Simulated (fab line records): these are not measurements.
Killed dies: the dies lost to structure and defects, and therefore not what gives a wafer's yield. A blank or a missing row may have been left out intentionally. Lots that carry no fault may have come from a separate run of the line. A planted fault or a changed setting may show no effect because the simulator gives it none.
The tool behind it: which one? ; flow gf180mcu ; 14 lots, 42 wafers sampled, at 3 steps of a route of 602

== WHAT EACH GAUGE READ, for each wafer ==
GF_M5_CD_MEAS_07: the cd target is 280 nm. Usual: 280.3 nm for cdNm, sd 1.2.
lot;measured;on;cdNm (nm);flag
L173;day 26 12:23;cdSem-01;280.3 280.5 280.4;
L174;day 26 19:25;cdSem-02;280.3 280.6 280.4;
L181;day 28 23:42;cdSem-02;279.0 279.7 278.7;
L182;day 29 07:12;cdSem-01;277.7 277.9 278.3;
L183;day 29 18:41;cdSem-01;281.8 280.5 280.0;
L186;day 30 15:50;cdSem-01;280.3 280.1 280.4;
L187;day 31 00:14;cdSem-02;281.3 281.9 282.2;
L188;day 31 01:38;cdSem-02;280.1 279.0 279.4;
L190;day 31 17:14;cdSem-02;276.6 278.5 279.6;
L192;day 32 01:13;cdSem-02;280.5 281.3 280.6;
L193;day 32 09:22;cdSem-01;281.9 281.9 280.9;
L194;day 32 13:58;cdSem-02;282.4 280.2 279.9;
L195;day 32 17:20;cdSem-01;280.9 282.5 282.5;
L196;day 33 05:08;cdSem-02;279.2 279.0 279.0;

== EACH LOT AND THE TOOL THAT RAN IT (in order: tool; ch and the chambers of the sampled wafers; start) ==
lot;GF_HV_LDD_ETCHBACK_58;GF_MIM_STRIP_20
L173;rieDiel-02 ch 0,1, day 12 14:25;plasmaAsher-03 ch 0,1, day 25 15:10
L174;rieDiel-02 ch 1,2,3, day 12 20:55;plasmaAsher-04 ch 0,1, day 25 21:50
L181;rieDiel-03 ch 0,1, day 15 06:02;plasmaAsher-02 ch 0, day 28 04:43
L182;rieDiel-02 ch 0,1,2, day 15 12:19;plasmaAsher-02 ch 0,1, day 28 12:39
L183;rieDiel-02 ch 1,3, day 16 03:16;plasmaAsher-02 ch 0,1, day 28 23:40
L186;rieDiel-04 ch 0,1,2, day 17 03:50;plasmaAsher-03 ch 0,1, day 29 21:07
L187;rieDiel-03 ch 0,1,2, day 17 10:49;plasmaAsher-02 ch 0,1, day 30 05:55
L188;rieDiel-03 ch 0,3, day 17 16:28;plasmaAsher-04 ch 0,1, day 30 06:43
L190;rieDiel-04 ch 1,2,3, day 18 07:02;plasmaAsher-02 ch 0,1, day 30 22:55
L192;rieDiel-02 ch 0,1,3, day 19 03:07;plasmaAsher-02 ch 0,1, day 31 07:06
L193;rieDiel-03 ch 1,2,3, day 19 08:40;plasmaAsher-02 ch 0,1, day 31 16:25
L194;rieDiel-04 ch 0,1,3, day 19 16:22;plasmaAsher-04 ch 0,1, day 31 21:18
L195;rieDiel-04 ch 0,1,3, day 20 02:32;plasmaAsher-02 ch 0,1, day 32 00:01
L196;rieDiel-03 ch 0,2,3, day 20 12:52;plasmaAsher-04 ch 0,1, day 32 12:40
- GF_HV_LDD_ETCHBACK_58: etches Si3N4 in CH3F/O2, stops on SiO2, time 100 s, target depth 90 nm.
- GF_MIM_STRIP_20: strips in O2/N2.

== AS READ BY THE TOOLS THEMSELVES (means over the sampled wafers that have a number; for cases with no such wafer, the mark the record gives instead) ==
GF_HV_LDD_ETCHBACK_58. Usual: drypumpMotorCurrentA 5.6 A, standard deviation 0.48; oesProductAu 0.843 a.u., standard deviation 0.0067; throttleValvePct 10.561 %, standard deviation 0.009.
lot;tool;drypumpMotorCurrentA (A);oesProductAu (a.u.);throttleValvePct (%);flag
L173;rieDiel-02;5.7;0.843;10.560;
L174;rieDiel-02;5.6;0.841;10.558;
L181;rieDiel-03;5.8;0.845;10.568;
L182;rieDiel-02;5.4;0.843;10.567;
L183;rieDiel-02;6.0;0.844;10.554;
L186;rieDiel-04;5.7;0.850;10.564;
L187;rieDiel-03;6.0;0.839;10.560;
L188;rieDiel-03;5.1;0.849;10.562;
L190;rieDiel-04;5.5;0.844;10.565;
L192;rieDiel-02;5.7;0.843;10.556;
L193;rieDiel-03;5.7;0.848;10.569;
L194;rieDiel-04;5.8;0.838;10.565;
L195;rieDiel-04;5.8;0.825;10.556;
L196;rieDiel-03;5.6;0.839;10.560;

GF_MIM_STRIP_20. Usual: drypumpMotorCurrentA 5.7 A, standard deviation 0.4; heaterPowerW 340 W, standard deviation 34; oesProductAu 0.691 a.u., standard deviation 0.0048; stripTimeToEndpointS 11.21 s, standard deviation 0.033.
lot;tool;drypumpMotorCurrentA (A);heaterPowerW (W);oesProductAu (a.u.);stripTimeToEndpointS (s);flag
L173;plasmaAsher-03;5.2;378;0.692;11.22;
L174;plasmaAsher-04;6.0;320;0.690;11.23;
L181;plasmaAsher-02;5.6;338;0.690;11.19;
L182;plasmaAsher-02;5.7;338;0.693;11.24;
L183;plasmaAsher-02;5.7;335;0.683;11.16;
L186;plasmaAsher-03;5.6;394;0.698;11.24;
L187;plasmaAsher-02;5.7;336;0.695;11.21;
L188;plasmaAsher-04;6.0;316;0.691;11.22;
L190;plasmaAsher-02;5.7;335;0.695;11.25;
L192;plasmaAsher-02;5.6;335;0.692;11.19;
L193;plasmaAsher-02;5.7;338;0.690;11.19;
L194;plasmaAsher-04;6.1;310;0.687;11.17;
L195;plasmaAsher-02;5.7;336;0.694;11.25;
L196;plasmaAsher-04;6.0;317;0.690;11.21;

== THE ANSWER, worked out from the rows above alone ==
Rule: a lot is off if the mean of its wafers that have a number lies more than 3 standard deviations from the usual mean. A lot without any number at a reading at which 4 lots or more have one is off too. All remaining lots with rows at the step are treated as sound. The gauges are gone through in route order, then the tools' own readings, and for those a lot's mean is taken as printed above. At the first step where some lot is off, the reading lying furthest off is the one used; lots without a number count as furthest.
Nothing can be told from this: no lot is off at any reading shown.

== WHAT THE SIMULATOR HAD INSERTED ==
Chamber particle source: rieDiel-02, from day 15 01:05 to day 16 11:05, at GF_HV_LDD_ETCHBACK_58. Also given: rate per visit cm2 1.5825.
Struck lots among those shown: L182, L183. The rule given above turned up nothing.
